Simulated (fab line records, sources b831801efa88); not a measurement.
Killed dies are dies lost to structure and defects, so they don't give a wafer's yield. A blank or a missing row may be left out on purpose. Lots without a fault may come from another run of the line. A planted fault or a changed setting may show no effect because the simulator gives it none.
Which tool did it? | flow sky130 | 12 lots, 36 wafers sampled, at 1 step of a route of 708

WHAT THE GAUGES READ, wafer by wafer
SKY_SD_N_OVL_MEAS_08.
lot  | measured     | on         | SD_N_OVL (nm)
L075 | day 27 10:49 | overlay-02 | -0.6 -1.0 -0.6
L077 | day 28 09:10 | overlay-01 | -1.5 -0.7 -3.0
L079 | day 29 12:00 | overlay-02 | -1.0 -1.4 -1.5
L081 | day 29 23:40 | overlay-01 | -1.7 1.7 -0.9
L083 | day 30 14:27 | overlay-02 | 3.0 1.4 2.9
L086 | day 31 13:46 | overlay-02 | -1.1 -1.2 -0.2
L087 | day 32 02:28 | overlay-01 | 0.2 -1.0 0.5
L089 | day 32 18:02 | overlay-01 | -0.6 -0.2 1.0
L091 | day 33 07:15 | overlay-01 | 1.0 -0.7 -0.2
L093 | day 35 16:25 | overlay-02 | -1.0 1.7 -0.2
L094 | day 35 20:50 | overlay-02 | 0.8 1.8 0.9
L095 | day 36 00:16 | overlay-02 | 0.7 0.4 0.0

WHICH TOOL RAN EACH LOT (tool, then ch and the chambers of the sampled wafers, then the start)
The record holds no process step before these readings.

THE ANSWER, worked out from the rows above alone
Rule: what is usual is taken from the lots themselves. Put in order of their means at a reading, lots are off if they are a third of the lots or fewer, leave a main group of 4 or more, and stand apart from it by a gap of 3 or more times the standard deviation of the main group's means; of several such gaps the widest counts. A main group whose means are all the same, to the digits that the tables above print for the reading, isn't used. A lot without any number at a reading at which 4 lots or more have one is off too. The other lots that the step has rows for count as sound.
No lot is off at any reading shown: from this, nothing can be told.

WHAT THE SIMULATOR HAD PUT IN
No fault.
